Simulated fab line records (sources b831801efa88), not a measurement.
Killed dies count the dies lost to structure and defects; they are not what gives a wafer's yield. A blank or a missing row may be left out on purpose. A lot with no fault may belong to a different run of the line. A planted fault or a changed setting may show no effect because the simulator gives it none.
2 desks looking at one fault / flow gf180mcu / each desk has only its own numbers; what lay behind them comes last

== DESK OF THE TOOL OWNER: implanter-02 ==
GF_VT_IMPLANT_IMPLANT_41, tool's own readings: per-lot mean of the sampled wafers with a number, covering each lot this tool ran. The brackets show how far a lot's mean lies from the usual mean; more than 4 standard deviations puts the lot out of limits, marked OUT.
Columns: A = tiltDeg at GF_VT_IMPLANT_IMPLANT_41, usual 7.002 degrees
lot=L759; first seen here=day 9 02:41; A=7.024
lot=L760; first seen here=day 9 04:20; A=7.027
lot=L761; first seen here=day 9 12:26; A=7.003
lot=L763; first seen here=day 9 22:29; A=0.034 (-99 or more) OUT
lot=L765; first seen here=day 10 14:27; A=-0.007 (-99 or more) OUT
This desk's verdict: out of limits on L763, L765, starting with L763 at day 9 22:29 (tiltDeg at GF_VT_IMPLANT_IMPLANT_41). Within limits: L759, L760, L761.

== FROM THE METROLOGY DESK ==
What the gauges read, lot by lot, whatever tool the lot ran on: means of the sampled wafers that have a number. The brackets show how far a lot's mean lies from the usual mean; more than 4 standard deviations puts the lot out of limits, marked OUT.
Columns: A = VT_IMPLANT_4_TW at GF_VT_IMPLANT_TW_MEAS_43, usual 690; B = LVPWELL_RS at GF_VT_IMPLANT_RS_MEAS_48, usual 1197 ohm/sq; C = DUAL_GATE_OXIDATION_00_THK at GF_DUAL_GATE_THK_MEAS_03, usual 10.96 nm
lot=L756; first seen here=day 8 04:34; A=691; B=1196; C=11.05
lot=L758; first seen here=day 8 14:27; A=693; B=1198; C=10.79
lot=L759; first seen here=day 9 02:56; A=690; B=1190; C=10.79
lot=L760; first seen here=day 9 04:33; A=691; B=1198; C=10.88
lot=L761; first seen here=day 9 12:41; A=691; B=1200; C=10.65
lot=L763; first seen here=day 9 22:42; A=621 (-10) OUT; B=1199; C=11.17
lot=L765; first seen here=day 10 14:41; A=618 (-11) OUT; B=1196; C=10.92
lot=L770; first seen here=day 11 23:46; A=683; B=1199; C=11.01
lot=L771; first seen here=day 12 06:11; A=698; B=1194; C=11.06
lot=L772; first seen here=day 12 12:32; A=694; B=1193; C=11.13
lot=L774; first seen here=day 13 05:17; A=681; B=1196; C=10.88
lot=L775; first seen here=day 13 08:46; A=682; B=1198; C=11.07
lot=L776; first seen here=day 13 18:56; A=681; B=1199; C=10.96
This desk reports L763, L765 out of limits; the earliest was L763 at day 9 22:42 (VT_IMPLANT_4_TW at GF_VT_IMPLANT_TW_MEAS_43). Within limits: L756, L758, L759, L760, L761, L770, L771, L772, L774, L775, L776.

== BROUGHT TOGETHER ==
The tool owner's desk had the chance to raise an alarm at day 9 22:29 on L763, L765.
At day 9 22:42 the metrology desk could have sounded an alarm, on L763, L765.
The lots listed all ran GF_VT_IMPLANT_IMPLANT_41 on implanter-02.

== WHAT HAD BEEN PUT IN BY THE SIMULATOR ==
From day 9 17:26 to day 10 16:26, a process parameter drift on implanter-02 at GF_VT_IMPLANT_IMPLANT_41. The setting tiltDeg was moved by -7, starting from 7. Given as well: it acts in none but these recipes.
Shown lots that were struck: L763, L765.
Fault start to first reading out of limits, in hours, per desk: tool owner, 5; metrology, 5.
